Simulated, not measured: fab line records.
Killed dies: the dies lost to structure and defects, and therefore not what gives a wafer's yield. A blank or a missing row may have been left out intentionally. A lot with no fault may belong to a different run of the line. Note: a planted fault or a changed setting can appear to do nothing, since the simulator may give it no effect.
fab line records	flow sky130
record lots=14	wafers=42	lastDay=50
route steps=708 shown RES_XHIGH@341 LOCAL_INTERCONNECT@387 VIA1@460 METAL2@483
lots untouched by any fault: they come from a run of this same line in which no faults occurred
startH: the number of hours between the record's first day and the start of the first shown wafer of the lot	waitH: how many hours have passed since the lot's step before this one	" unchanged from the row above	L1.1+2: a single row standing in for several wafers	- no value, or no start given	* or withheld: withheld	< > ~ a bound
route shown NAME@n: a module of which the file shows steps, and the number in the route of the first	usual: mean/standard deviation taken from wafers without a fault	same: alike in all rows	chamber/n: place in a boat	sites: each site's reading	_std_site: their standard deviation	_edge_site: inner sites' mean taken away from outer sites' mean	radiusMm: for every site, how far away it sits from the centre of the wafer	mask NAME#n: copy n	behind: the last tool/chamber to shape the wafer	hold: why the lot was held/for how many hours/how that ended	device: names the non-switching transistor (n, p or np)	end of line: tests of these same wafers at the route's end	a step with no rows: only its recipe	killed: not the wafer's yield, but the dies lost to structure and defects at the first sort	map: a wafer's dies, x killed, . not, _ none there
set.NAME: the setting as run; set.NAME@STEP: as run at that earlier step	model.NAME: the simulator's own value behind a step, which no gauge read
the route's steps for a sample of lots (tables are steps, rows are wafers)
services: from which hour (startH, from the record's first day; less than 0 if before it) a tool's chamber was out of use, for how many hours, and why
## steps
# step SKY_RES_XHIGH_TW_MEAS_09
# usual RES_XHIGH_TW=1628/12
lot.wafer	tool	chamber	startH	waitH	RES_XHIGH_TW
L707.2	filmMetro-01	-	613.02	0.1	1618
L707.4	"	-	"	"	1623
L707.5	"	-	"	"	1631
L708.1	filmMetro-03	-	629.91	0.1	1628
L708.4	"	-	"	"	1632
L708.6	"	-	"	"	1625
L709.3	filmMetro-01	-	638.98	0.1	1635
L709.4	"	-	"	"	1640
L709.5	"	-	"	"	1637
L710.1	filmMetro-04	-	649.06	0.1	1617
L710.4	"	-	"	"	1616
L710.5	"	-	"	"	1614
L711.4	filmMetro-04	-	664.33	0.1	1626
L711.5	"	-	"	"	1623
L711.6	"	-	"	"	1621
L712.2	filmMetro-01	-	673.27	0.1	1637
L712.4	"	-	"	"	1628
L712.6	"	-	"	"	1639
L715.1	filmMetro-04	-	692.10	0.1	1622
L715.3	"	-	"	"	1625
L715.5	"	-	"	"	1627
L716.4	filmMetro-04	-	699.79	0.1	1615
L716.5	"	-	"	"	1614
L716.6	"	-	"	"	1607
L725.1	filmMetro-01	-	769.40	0.1	1623
L725.2	"	-	"	"	1623
L725.3	"	-	"	"	1617
L726.1	filmMetro-03	-	774.51	0.1	1642
L726.3	"	-	"	"	1642
L726.5	"	-	"	"	1647
L727.1	filmMetro-03	-	780.96	0.1	1646
L727.4	"	-	"	"	1642
L727.6	"	-	"	"	1642
L728.2	filmMetro-04	-	789.76	0.1	1616
L728.3	"	-	"	"	1611
L728.6	"	-	"	"	1628
L729.1	filmMetro-03	-	793.86	0.1	1646
L729.2	"	-	"	"	1644
L729.3	"	-	"	"	1641
L730.4	filmMetro-04	-	800.64	0.1	1625
L730.5	"	-	"	"	1626
L730.6	"	-	"	"	1620
# step SKY_LOCAL_INTERCONNECT_SPUTTER_00
# recipe material=TiN	targetThkNm=100	tempC=300	powerW=6500	timeS=83.3	chamberPressurePa=0.4
# usual chamberPressurePa=0.4000/0.00085	susceptorTempC=300.00/0.2	throttleValvePct=29.6/0.84
lot.wafer	tool	chamber	startH	waitH	chamberPressurePa	susceptorTempC	throttleValvePct
L707.2	pvdSputter-04	-	674.20	0.2	0.3986	299.95	29.9
L707.4	"	-	"	"	0.3992	299.89	29.6
L707.5	"	-	"	"	0.4001	299.81	31.5
L708.1	pvdSputter-02	-	690.60	0.2	0.3998	299.91	28.6
L708.4	"	-	"	"	0.3995	300.24	28.8
L708.6	"	-	"	"	0.4000	299.93	29.9
L709.3	pvdSputter-02	-	698.67	0.2	0.3995	300.28	30.3
L709.4	"	-	"	"	0.4006	300.43	29.7
L709.5	"	-	"	"	0.3995	300.24	30.1
L710.1	pvdSputter-02	-	708.48	0.1	0.4000	300.00	29.0
L710.4	"	-	"	"	0.4003	299.89	30.1
L710.5	"	-	"	"	0.3999	300.19	29.9
L711.4	pvdSputter-02	-	723.50	0.2	0.4007	300.09	29.1
L711.5	"	-	"	"	0.4007	299.85	28.6
L711.6	"	-	"	"	0.4013	299.96	28.8
L712.2	pvdSputter-01	-	732.36	0.2	0.3982	299.72	30.5
L712.4	"	-	"	"	0.4016	300.00	28.4
L712.6	"	-	"	"	0.3992	300.11	29.2
L715.1	pvdSputter-01	-	751.42	0.2	0.3989	299.47	29.2
L715.3	"	-	"	"	0.4009	299.96	30.1
L715.5	"	-	"	"	0.4016	300.11	28.2
L716.4	pvdSputter-02	-	757.77	0.1	0.4008	300.33	28.7
L716.5	"	-	"	"	0.4012	300.00	30.2
L716.6	"	-	"	"	0.3994	299.81	29.6
L725.1	pvdSputter-01	-	824.33	0.1	0.4010	300.18	29.0
L725.2	"	-	"	"	0.4007	299.98	28.2
L725.3	"	-	"	"	0.3998	299.73	30.6
L726.1	pvdSputter-04	-	829.21	0.1	0.3984	299.92	29.7
L726.3	"	-	"	"	0.4002	299.93	29.6
L726.5	"	-	"	"	0.4008	299.72	29.7
L727.1	pvdSputter-02	-	836.80	0.2	0.4005	300.28	28.5
L727.4	"	-	"	"	0.3999	299.91	29.8
L727.6	"	-	"	"	0.4000	300.18	30.2
L728.2	pvdSputter-02	-	845.82	0.1	0.3996	299.69	29.1
L728.3	"	-	"	"	0.4016	299.93	28.5
L728.6	"	-	"	"	0.4006	299.87	28.6
L729.1	pvdSputter-02	-	849.17	0.1	0.4008	299.96	28.8
L729.2	"	-	"	"	0.3988	300.42	30.0
L729.3	"	-	"	"	0.4008	300.48	29.7
L730.4	pvdSputter-01	-	855.11	0.1	0.4008	300.12	30.4
L730.5	"	-	"	"	0.3998	300.13	30.2
L730.6	"	-	"	"	0.4000	300.13	29.0
# step SKY_VIA1_CMP_02
# recipe material=SiO2	downForcePsi=4	platenRpm=60	padVelocityMS=0.94248
# usual edgeZonePressureFrac=0.999/0.0046	headPressurePsi=3.999/0.0092	motorCurrentA=11.4/1.2
lot.wafer	tool	chamber	startH	waitH	edgeZonePressureFrac	headPressurePsi	motorCurrentA
L707.2	cmp-01	0	762.21	0.0	0.991	3.994	11.6
L707.4	"	1	"	"	1.002	4.004	11.3
L707.5	"	1	"	"	1.001	3.998	11.2
L708.4	cmp-01	1	778.48	0.1	1.002	4.006	11.2
L708.1	"	2	"	"	1.004	3.994	10.9
L708.6	"	0	"	"	1.004	4.022	11.3
L709.4	cmp-02	3	783.97	0.1	0.994	3.995	9.7
L709.3	"	1	"	"	0.995	3.994	13.4
L709.5	"	2	"	"	0.992	3.994	10.4
L710.4	cmp-02	1	794.51	0.1	1.002	3.988	13.4
L710.1	"	3	"	"	1.004	3.993	10.2
L710.5	"	1	"	"	0.999	4.007	12.9
L711.4	cmp-02	0	809.69	0.0	1.000	3.989	12.6
L711.5	"	0	"	"	1.000	3.975	12.6
L711.6	"	1	"	"	0.996	4.004	12.6
L712.2	cmp-01	2	817.88	0.1	1.003	4.003	10.8
L712.4	"	3	"	"	1.005	4.000	10.2
L712.6	"	1	"	"	1.009	4.007	11.5
L715.1	cmp-02	0	835.42	0.1	-	-	-
L715.3	"	1	"	"	-	-	-
L715.5	"	0	"	"	-	-	-
L716.4	cmp-02	3	841.19	0.1	-	-	-
L716.5	"	1	"	"	-	-	-
L716.6	"	2	"	"	-	-	-
L725.3	cmp-02	3	907.31	0.1	0.998	3.990	9.5
L725.2	"	0	"	"	1.001	4.002	12.8
L725.1	"	1	"	"	0.993	4.002	14.1
L726.1	cmp-02	1	910.85	0.1	1.000	4.003	13.2
L726.3	"	0	"	"	0.999	3.987	12.5
L726.5	"	2	"	"	0.996	4.010	10.8
L727.4	cmp-01	1	918.63	0.0	0.992	4.026	11.0
L727.1	"	0	"	"	0.998	3.995	11.6
L727.6	"	2	"	"	1.003	3.997	10.2
L728.2	cmp-02	1	927.63	0.1	0.995	4.003	13.9
L728.3	"	2	"	"	0.998	3.995	10.6
L728.6	"	3	"	"	0.998	4.013	9.6
L729.2	cmp-01	2	930.00	0.0	0.991	3.993	10.8
L729.1	"	3	"	"	1.004	3.989	11.1
L729.3	"	1	"	"	0.992	3.990	11.6
L730.4	cmp-02	3	935.88	0.1	1.006	4.009	9.9
L730.5	"	2	"	"	1.000	4.011	10.8
L730.6	"	3	"	"	0.998	3.996	9.8
# step SKY_VIA1_BOW_MEAS_03
# recipe mode=bow
# usual VIA1_BOW=80/6.9
lot.wafer	tool	chamber	startH	waitH	VIA1_BOW[um]
L707.2	filmMetro-03	-	762.53	0.3	72
L707.4	"	-	"	"	66
L707.5	"	-	"	"	70
L708.1	filmMetro-01	-	778.68	0.1	78
L708.4	"	-	"	"	86
L708.6	"	-	"	"	88
L709.3	filmMetro-03	-	784.26	0.1	79
L709.4	"	-	"	"	87
L709.5	"	-	"	"	70
L710.1	filmMetro-03	-	794.76	0.1	79
L710.4	"	-	"	"	73
L710.5	"	-	"	"	73
L711.4	filmMetro-03	-	810.08	0.3	83
L711.5	"	-	"	"	87
L711.6	"	-	"	"	81
L712.2	filmMetro-04	-	818.15	0.2	77
L712.4	"	-	"	"	89
L712.6	"	-	"	"	81
L715.1	filmMetro-04	-	835.67	0.2	116
L715.3	"	-	"	"	130
L715.5	"	-	"	"	109
L716.4	filmMetro-03	-	841.45	0.2	114
L716.5	"	-	"	"	121
L716.6	"	-	"	"	115
L725.1	filmMetro-04	-	907.56	0.1	73
L725.2	"	-	"	"	73
L725.3	"	-	"	"	76
L726.1	filmMetro-01	-	911.15	0.2	85
L726.3	"	-	"	"	90
L726.5	"	-	"	"	88
L727.1	filmMetro-01	-	918.93	0.1	81
L727.4	"	-	"	"	67
L727.6	"	-	"	"	71
L728.2	filmMetro-03	-	927.85	0.2	81
L728.3	"	-	"	"	80
L728.6	"	-	"	"	90
L729.1	filmMetro-04	-	930.30	0.2	71
L729.2	"	-	"	"	74
L729.3	"	-	"	"	86
L730.4	filmMetro-03	-	936.19	0.3	77
L730.5	"	-	"	"	81
L730.6	"	-	"	"	68
# step SKY_VIA1_ETCH_15
# recipe target=SiO2	chemistry=C4F8/O2/Ar	targetDepthNm=351	stopOn=TiN	maskMaterial=KrF-thick	sourceW=1500	biasW=1200	pressureMtorr=40	c4f8FlowSccm=withheld	O2_flow_sccm=6	Ar_flow_sccm=300	timeS=54
# usual oesProductAu=0.982/0.0058	rfFwdPowerW=1488/6
lot.wafer	tool	chamber	startH	waitH	oesProductAu	rfFwdPowerW	rfHoursCounterH
L707.2	rieDiel-01	2	789.76	0.0	0.971	1478	3
L707.4	"	3	"	"	0.972	1489	-
L707.5	"	0	"	"	0.978	1493	-
L708.1	rieDiel-01	1	805.31	0.0	0.981	1487	0
L708.4	"	2	"	"	0.981	1483	3
L708.6	"	0	"	"	0.976	1490	-
L709.3	rieDiel-03	2	811.40	0.0	0.983	1484	9
L709.4	"	0	"	"	0.983	1481	15
L709.5	"	0	"	"	0.978	1483	-
L710.1	rieDiel-04	3	821.65	0.0	0.983	1493	5
L710.4	"	2	"	"	0.989	1489	5
L710.5	"	1	"	"	0.971	1487	-
L711.4	rieDiel-01	1	836.38	0.0	0.980	1500	1
L711.5	"	3	"	"	0.975	1493	-
L711.6	"	0	"	"	0.988	1494	-
L712.2	rieDiel-03	2	845.03	0.0	0.985	1488	10
L712.4	"	1	"	"	0.985	1476	23
L712.6	"	1	"	"	0.986	1473	-
L715.1	rieDiel-01	3	862.38	0.0	1.617	1493	11
L715.3	"	2	"	"	1.626	1477	5
L715.5	"	3	"	"	1.628	1494	-
L716.4	rieDiel-04	0	867.66	0.0	1.609	1487	0
L716.5	"	1	"	"	1.618	1489	-
L716.6	"	2	"	"	1.641	1479	-
L725.1	rieDiel-01	1	932.88	0.0	0.975	1497	3
L725.2	"	0	"	"	0.983	1492	14
L725.3	"	3	"	"	0.970	1497	12
L726.1	rieDiel-04	1	935.98	0.0	0.987	1494	10
L726.3	"	2	"	"	0.984	1496	9
L726.5	"	3	"	"	0.991	1499	-
L727.1	rieDiel-03	0	943.76	0.0	0.978	1492	19
L727.4	"	1	"	"	0.978	1482	26
L727.6	"	3	"	"	0.978	1482	-
L728.2	rieDiel-04	3	952.76	0.0	0.979	1482	9
L728.3	"	2	"	"	0.983	1490	10
L728.6	"	2	"	"	0.988	1489	-
L729.1	rieDiel-01	1	955.28	0.0	0.973	1489	4
L729.2	"	3	"	"	0.984	1496	13
L729.3	"	2	"	"	0.982	1488	7
L730.4	rieDiel-04	3	961.23	0.0	0.990	1491	9
L730.5	"	3	"	"	0.983	1490	-
L730.6	"	2	"	"	0.987	1498	-
# step SKY_METAL2_SPUTTER_00
# recipe material=Ti	targetThkNm=15	powerW=3000	timeS=10	chamberPressurePa=0.4
# usual chamberPressurePa=0.4001/0.00087	throttleValvePct=29.6/0.81
lot.wafer	tool	chamber	startH	waitH	chamberPressurePa	throttleValvePct
L707.2	pvdSputter-02	-	791.07	0.2	0.3991	30.3
L707.4	"	-	"	"	0.4002	28.8
L707.5	"	-	"	"	0.3990	30.5
L708.1	pvdSputter-01	-	806.58	0.2	0.3998	29.0
L708.4	"	-	"	"	0.4013	30.1
L708.6	"	-	"	"	0.4005	30.2
L709.3	pvdSputter-01	-	812.75	0.3	0.3991	30.2
L709.4	"	-	"	"	0.4003	28.2
L709.5	"	-	"	"	0.4013	29.4
L710.1	pvdSputter-02	-	822.92	0.2	0.3999	28.9
L710.4	"	-	"	"	0.3997	29.7
L710.5	"	-	"	"	0.3992	30.3
L711.4	pvdSputter-04	-	837.67	0.1	0.3986	29.6
L711.5	"	-	"	"	0.3995	29.7
L711.6	"	-	"	"	0.3999	29.8
L712.2	pvdSputter-02	-	846.43	0.2	0.3993	30.3
L712.4	"	-	"	"	0.4013	28.9
L712.6	"	-	"	"	0.4009	28.9
L725.1	pvdSputter-02	-	934.28	0.1	0.3978	28.5
L725.2	"	-	"	"	0.3995	29.9
L725.3	"	-	"	"	0.3997	29.3
L726.1	pvdSputter-01	-	937.25	0.2	0.3992	29.0
L726.3	"	-	"	"	0.3994	30.4
L726.5	"	-	"	"	0.3996	28.4
L727.1	pvdSputter-01	-	945.04	0.2	0.4000	28.0
L727.4	"	-	"	"	0.4001	30.3
L727.6	"	-	"	"	0.4026	30.4
L728.2	pvdSputter-04	-	954.06	0.1	0.3993	29.7
L728.3	"	-	"	"	0.4022	29.8
L728.6	"	-	"	"	0.3982	29.6
L729.1	pvdSputter-04	-	956.56	0.1	0.4009	29.6
L729.2	"	-	"	"	0.3998	31.8
L729.3	"	-	"	"	0.4002	30.0
L730.4	pvdSputter-02	-	962.50	0.2	0.3987	28.7
L730.5	"	-	"	"	0.4004	30.4
L730.6	"	-	"	"	0.4008	29.6
## services
tool	chamber	startH	hours	kind
cmp-02	-	678.60	5.5	repair
cmp-01	-	681.61	1.5	repair
cmp-02	-	684.07	3.2	pm
rieDiel-04	2	736.31	8.8	repair
cmp-01	-	744.00	4.0	pm
pvdSputter-01	-	747.25	1.6	repair
pvdSputter-02	-	747.59	4.1	repair
cmp-01	-	750.27	3.1	repair
cmp-01	-	784.90	1.9	repair
pvdSputter-04	-	793.10	5.7	repair
rieDiel-04	0	793.97	5.3	repair
cmp-01	-	826.16	7.2	pm
rieDiel-04	-	834.47	0.9	repair
pvdSputter-01	-	836.52	16.7	repair
pvdSputter-04	-	857.26	1.2	repair
pvdSputter-02	-	860.26	2.4	repair
rieDiel-01	1	879.58	9.8	repair
rieDiel-04	-	890.11	0.7	repair
cmp-02	-	897.99	7.2	pm
rieDiel-01	3	901.83	6.0	repair
rieDiel-01	3	911.02	10.0	repair
cmp-02	-	912.15	2.3	repair
cmp-02	-	914.48	4.0	pm
rieDiel-01	-	929.86	0.6	repair
## key
firstSign step=SKY_VIA1_CMP_02	reading=toolRecord	direction=missing
effect step=SKY_VIA1_BOW_MEAS_03	reading=VIA1_BOW	direction=up	sigmas=5.4	usual=80	struck=118
effect step=SKY_VIA1_ETCH_15	reading=oesProductAu	direction=up	sigmas=99+	usual=0.982	struck=1.623
metAt SKY_VIA1_CMP_02
struckLots L715,L716
laterRowsLeftOut L715.1,L715.3,L715.5,L716.4,L716.5,L716.6
sortLeftOut L715.1,L715.3,L715.5,L716.4,L716.5,L716.6
notActingAt SKY_RES_XHIGH_TW_MEAS_09,SKY_LOCAL_INTERCONNECT_SPUTTER_00,SKY_METAL2_SPUTTER_00
onsetBetween 809.69 835.42
fault kind=skippedStepWhole	tool=cmp-02	chamber=-	onsetH=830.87	steps=SKY_VIA1_CMP_02	scope=struckLotsOnly
# sortLeftOut: the simulated sort isn't trusted on such a fault, so these wafers' sort isn't shown, and their yield isn't known
# laterRowsLeftOut: the simulator's readings of these wafers behind a module that went badly wrong aren't trusted and aren't shown, but for the sort
